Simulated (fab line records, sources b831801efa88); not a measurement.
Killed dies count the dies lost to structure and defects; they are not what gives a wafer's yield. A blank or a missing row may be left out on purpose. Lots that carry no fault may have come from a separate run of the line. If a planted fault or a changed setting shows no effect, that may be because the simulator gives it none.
A lot that was struck, set against a sound lot -- flow sky130 -- 18 steps out of a route of 708
Sound: these wafers, L167.3, L167.4, L167.5. Wafers L168.1, L168.2, L168.6 were the ones struck. The cause comes at the end.
For every step that has rows: the tool of each side, followed by ch and its chambers, followed by its first start. Under that, the readings that differ: sound wafers -- struck wafers -- difference of the means -- sigmas: that difference in standard deviations of wafers without a fault.
alike: words and numbers the same on both sides, and readings whose means are apart by under 2 such deviations; not compared: readings that were withheld, readings missing a value for some wafer, numbers with overlapping values and no deviation given by the record, and bounds like >300 which may hide the same value.
Wherever a step has rows on one side only, a row that says differs or no value, or a row with sigmas, the two part there. When numbers do not overlap yet have no deviation, they are printed without sigmas and do not part them. A reading that every wafer of one side lacks parts them only if that side has two wafers or more.

SKY_LDD_HVP_STRIP_09: strips in O2/N2.
  sound on plasma-asher-02 ch 0,1, day 26 03:09; struck on plasma-asher-01 ch 0,1, day 26 05:32
reading,sound,struck,difference,sigmas
drypump-motor-current-A (A),4.8 5.1 4.8,6.2 6.0 6.1,+1.2,+2
  alike: oes-product-au, strip-time-to-endpoint-s
  not compared: rf-hours-counter-h
SKY_LDD_HVP_TW_MEAS_10:
  sound on film-metro-01 at day 26 03:14; struck on film-metro-02 at day 26 05:38
reading,sound,struck,difference,sigmas
LDD_HVP_TW,468 464 466,453 452 451,-14,-3
then, 7 steps without rows for these wafers: SKY_LDD_LDN_DEHYDRATE_00 (time 60 s); SKY_LDD_LDN_HMDS_01 (prime time 60 s); SKY_LDD_LDN_COAT_02 (resist thk 1140 nm); SKY_LDD_LDN_SOFTBAKE_03 (time 60 s); SKY_LDD_LDN_EXPOSE_04 (exposes mask LDNTM, target cd 700 nm); SKY_LDD_LDN_PEB_05; SKY_LDD_LDN_DEVELOP_06 (develop time 60 s).
SKY_LDD_LDN_OVL_MEAS_07:
  sound on overlay-01 at day 27 07:58; struck on overlay-01 at day 27 10:24
  alike: LDD_LDN_OVL
then, 2 steps without rows for these wafers: SKY_LDD_LDN_IMPLANT_08; SKY_LDD_LDN_IMPLANT_09.
SKY_LDD_LDN_IMPLANT_10:
  sound on implanter-03 ch 0, day 27 08:21; struck on implanter-02 ch 0, day 27 11:03
  alike: beam-energy-keV, beam-on-s
next, for these wafers, 1 step has no rows: SKY_LDD_LDN_IMPLANT_11.
SKY_LDD_LDN_STRIP_12: strips in O2/N2.
  sound on plasma-asher-02 ch 0,1, day 27 08:38; struck on plasma-asher-04 ch 0,1, day 27 11:21
  alike: drypump-motor-current-A, oes-product-au, strip-time-to-endpoint-s
  not compared: rf-hours-counter-h
SKY_LDD_LDN_TW_MEAS_13:
  sound on film-metro-01 at day 27 08:43; struck on film-metro-02 at day 27 11:27
reading,sound,struck,difference,sigmas
LDD_LDN_TW,1486 1495 1500,1573 1565 1568,+75,+4
then, 1 step without rows for these wafers: SKY_LDD_LDN_CLEAN_14 (cleans in SC1/SC2, time 150 s).
-- record jumps: 21 days separate the struck wafers' starts on either side; left off in module LDD_LDN, taken up again in module PAD_OPEN, whose first shown step is the route's number 708 --
SKY_PAD_OPEN_PROBE_99:
  sound on prober-02 at day 48 18:47; struck on prober-01 at day 48 20:34
reading,sound,struck,difference,sigmas
model.etest.tip-sonos.rs-ohm-sq,2766 2724 2787,2355 2374 2342,-402,
  alike: killed_at_M0_to_M3, killed_at_M4_up, killed-at-contacts, killed-at-front-end, killed-at-other, killed-dies, killed-open, killed-short

== WHERE THEY PART ==
At SKY_LDD_HVP_STRIP_09 first; at SKY_LDD_LDN_TW_MEAS_13 last (within this record only). Later steps at which nothing parts them and some readings are alike: SKY_PAD_OPEN_PROBE_99.

WHY: whatever the simulator had introduced
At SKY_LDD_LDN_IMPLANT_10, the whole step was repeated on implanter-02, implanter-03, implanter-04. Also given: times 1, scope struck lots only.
